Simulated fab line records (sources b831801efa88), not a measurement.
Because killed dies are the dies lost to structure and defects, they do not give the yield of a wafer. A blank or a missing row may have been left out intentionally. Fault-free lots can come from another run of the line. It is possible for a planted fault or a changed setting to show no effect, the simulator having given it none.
Problem report, 8D (eight disciplines) form, completed by code | flow sky130 | the parts of the form that need people (team, actions taken, sign-off) are left out

## 1. WHAT WENT WRONG
A mean of 500.6 W is read at SKY_FIELD_ISO_ETCH_17 for rf-fwd-power-W, taken on 1 wafer of 1 lot, against 596.3 W (standard deviation 2.5) on wafers free of any fault. That is -38 standard deviations from the usual mean.
The step: etches Si in HBr/Cl2/O2, target depth 342 nm, time 97.7 s.
The first sign was on wafer L289.4 at day 5 19:53, on rie-si-02. At this step, 15 wafers from 5 lots have a number in the record. The rule behind "out" and "out of limits": a value lying over 4 standard deviations away from the usual mean. Any other wafer with a number is counted as sound.

## 2. WHAT IT IS, AND WHAT IT ISN'T
question                    | is                             | is not
which readings at this step | rf-fwd-power-W, oes-product-au | drypump-motor-current-A
which lots                  | L289                           | L274, L277, L291, L295
which wafers of those lots  | L289.4                         | L289.2, L289.3
read on which tools         | rie-si-02                      | rie-si-01
when                        | from day 5 19:53               | up to then (8 sound wafers); but 6 sound wafers of L291, L295 came after

## 3. SUSPECTS, AND WHAT RULES EACH OUT
Counting: any tool at a process step up to the reading remains a suspect provided it ran every lot that is out. Sound lots after the first of them don't rule it out here, since some wafers of a struck lot are sound.
- rie-diel-04 at SKY_FIELD_ISO_ETCH_14 (etches BARC in N2/H2, stops on SiO2, time 45.9 s, target depth 60 nm): kept. It processed L289, the lot that is out, at day 5 19:41, and its most recent sound lot before then was L277 at day 3 03:07.
- rie-diel-04 at SKY_FIELD_ISO_ETCH_15 (etches the open film in CHF3/O2, stops on Si, target depth 180 nm, time 72 s): kept. It processed L289, the lot that is out, at day 5 19:44, and its most recent sound lot before then was L277 at day 3 03:09.
- plasma-asher-04 at SKY_FIELD_ISO_STRIP_16 (strips in O2/N2): kept. It processed L289, the lot that is out, at day 5 19:47, and its most recent sound lot before then was L277 at day 3 03:13.
- rie-si-02 at SKY_FIELD_ISO_ETCH_17 (etches Si in HBr/Cl2/O2, target depth 342 nm, time 97.7 s): kept. It processed L289, the lot that is out, at day 5 19:53, and its most recent sound lot before then was L277 at day 3 03:19. On those wafers its own readings are out: oes-product-au, rf-fwd-power-W.
- Within rie-diel-04 at SKY_FIELD_ISO_ETCH_14: the wafers that are out ran in chamber 2; their sound lot-mates ran in chambers 0, 3.
- Within rie-diel-04 at SKY_FIELD_ISO_ETCH_15: the wafers that are out ran in chamber 2; their sound lot-mates ran in chambers 0, 3.
- Within plasma-asher-04 at SKY_FIELD_ISO_STRIP_16, the wafers that are out were processed in chamber 1 and their sound lot-mates in chamber 0.
- Within rie-si-02 at SKY_FIELD_ISO_ETCH_17: the wafers that are out ran in chamber 2; their sound lot-mates ran in chambers 0, 1.
Left after counting: rie-diel-04 at SKY_FIELD_ISO_ETCH_14, rie-diel-04 at SKY_FIELD_ISO_ETCH_15, plasma-asher-04 at SKY_FIELD_ISO_STRIP_16, rie-si-02 at SKY_FIELD_ISO_ETCH_17.

## 4. THE CAUSE (what the simulator had put in)
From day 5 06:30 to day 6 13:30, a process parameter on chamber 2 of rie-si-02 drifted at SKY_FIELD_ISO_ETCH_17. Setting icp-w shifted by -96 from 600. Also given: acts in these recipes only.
4 suspects survive the count, and this tool is in that group.

## 5. SEQUENCE OF EFFECTS, ordered by route
Each row: a reading whose mean over the struck wafers that have a number lies more than 3 standard deviations from the usual. Only readings whose record carries a usual standard deviation are examined. hours: median over the lots of the time between each lot's start at the first step of this table that gives one and its start at this step. sigmas: the change, counted in usual standard deviations.
hours | step                  | reading            | usual      | on struck wafers | change | sigmas
0     | SKY_FIELD_ISO_ETCH_17 | oes-product-au     | 1.002 a.u. | 0.944            | -0.058 | -7.1
0     | SKY_FIELD_ISO_ETCH_17 | rf-fwd-power-W     | 596.3 W    | 500.6            | -95.7  | -38
0     | SKY_FIELD_ISO_ETCH_17 | throttle-valve-pct | 25.657 %   | 25.689           | +0.032 | +3.3
Its process steps:
- SKY_FIELD_ISO_ETCH_17: etches Si in HBr/Cl2/O2, target depth 342 nm, time 97.7 s.

## 6. HOW IT WOULD HAVE BEEN CAUGHT EARLIER
13 hours passed between the start of the fault at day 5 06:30 and the first reading out of limits in this record, taken at day 5 19:53.
